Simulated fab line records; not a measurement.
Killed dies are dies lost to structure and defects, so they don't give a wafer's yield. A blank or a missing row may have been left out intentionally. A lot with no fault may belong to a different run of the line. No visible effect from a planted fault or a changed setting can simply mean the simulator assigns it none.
Struck lot and sound lot, side by side + flow sky130 + 15 out of 708 route steps
Sound: wafers L379.1, L379.3, L379.4. Struck: wafer L395.2 (left out: L395.3, L395.4 of the same lot, which were not struck); the cause appears at the end.
At each step with rows: each side's tool, then ch and its chambers, then its first start. Under that, the readings that differ: sound wafers + struck wafers + difference of the means + sigmas: that difference in standard deviations of wafers without a fault.
alike: a reading whose means differ by less than 2 such deviations, as well as words and numbers matching on both sides. not compared: withheld readings; readings where some wafer has no value; bounds like >300 that might hide an equal value; numbers whose values overlap and for which the record gives no deviation.
A row with sigmas, a row that says differs or no value, or rows on one side alone: a step with any of these is where the two part. When numbers do not overlap yet have no deviation, they are printed without sigmas and do not part them. A reading missing from all wafers of one side parts the sides only when that side holds two or more wafers.

first, 1 step without rows for these wafers: SKY_FIELD_ISO_CVD_03 (deposits Si3N4 from DCS/NH3, target thk 165 nm, time 2830 s).
SKY_FIELD_ISO_THK_MEAS_04:
  sound: film-metro-02 at day 2 05:58; struck: film-metro-01 at day 5 15:50
  alike: FIELD_ISO_CVD_03_THK
then, 8 steps without rows for these wafers: SKY_FIELD_ISO_DEHYDRATE_05 (time 60 s); SKY_FIELD_ISO_HMDS_06 (prime time 60 s); SKY_FIELD_ISO_COAT_07 (resist thk 60 nm); SKY_FIELD_ISO_COAT_08 (resist thk 450 nm); SKY_FIELD_ISO_SOFTBAKE_09 (time 90 s); SKY_FIELD_ISO_EXPOSE_10 (exposes mask FOM, target cd 150 nm); SKY_FIELD_ISO_PEB_11; SKY_FIELD_ISO_DEVELOP_12 (develop time 60 s).
SKY_FIELD_ISO_CD_MEAS_13 targets a cd of 150 nm.
  sound: cd-sem-01 at day 2 21:02; struck: cd-sem-01 at day 6 09:36
  alike: cd-nm
SKY_FIELD_ISO_ETCH_14: etches BARC in N2/H2, stops on SiO2, time 45.9 s, target depth 60 nm.
  sound on rie-diel-02 ch 0,1,3, day 2 21:09; struck on rie-diel-02 ch 0, day 6 09:42
| reading                | sound                | struck | difference | sigmas |
|------------------------|----------------------|--------|------------|--------|
| throttle-valve-pct (%) | 13.214 13.229 13.247 | 13.207 | -0.023     | -2     |
  alike: bias-w, drypump-motor-current-A, oes-product-au
  not compared: rf-hours-counter-h
SKY_FIELD_ISO_ETCH_15: etches the open film in CHF3/O2, stops on Si, target depth 180 nm, time 72 s.
  sound on rie-diel-02 ch 0,1,3, day 2 21:12; struck on rie-diel-02 ch 0, day 6 09:45
| reading    | sound             | struck | difference | sigmas |
|------------|-------------------|--------|------------|--------|
| bias-w (W) | 200.3 200.3 199.9 | 171.9  | -28.3      | -47    |
  alike: drypump-motor-current-A, oes-product-au, throttle-valve-pct
  not compared: rf-hours-counter-h
SKY_FIELD_ISO_STRIP_16: strips in O2/N2.
  sound on plasma-asher-02 ch 0,1, day 2 21:15; struck on plasma-asher-03 ch 1, day 6 09:48
| reading                      | sound          | struck | difference | sigmas |
|------------------------------|----------------|--------|------------|--------|
| drypump-motor-current-A (A)  | 5.7 5.7 5.6    | 6.7    | +1.0       | +3     |
| strip-time-to-endpoint-s (s) | 3.48 3.55 3.47 | 3.62   | +0.12      | +2     |
  alike: oes-product-au
  not compared: rf-hours-counter-h
-- here the record skips 44 days between the struck wafers' starts before and after, leaving off in module FIELD_ISO and picking up in module PAD_OPEN (first step shown: number 708 of the route) --
SKY_PAD_OPEN_PROBE_99:
  sound: prober-01 at day 46 22:49; struck: prober-01 at day 50 11:13
  alike: killed_at_M0_to_M3, killed_at_M4_up, killed-at-contacts, killed-at-front-end, killed-at-other, killed-dies, killed-open, killed-short

== WHERE THEY PART ==
At SKY_FIELD_ISO_ETCH_14 first; at SKY_FIELD_ISO_STRIP_16 last (within this record only). Later steps at which nothing parts them and some readings are alike: SKY_PAD_OPEN_PROBE_99.

WHY: whatever the simulator had introduced
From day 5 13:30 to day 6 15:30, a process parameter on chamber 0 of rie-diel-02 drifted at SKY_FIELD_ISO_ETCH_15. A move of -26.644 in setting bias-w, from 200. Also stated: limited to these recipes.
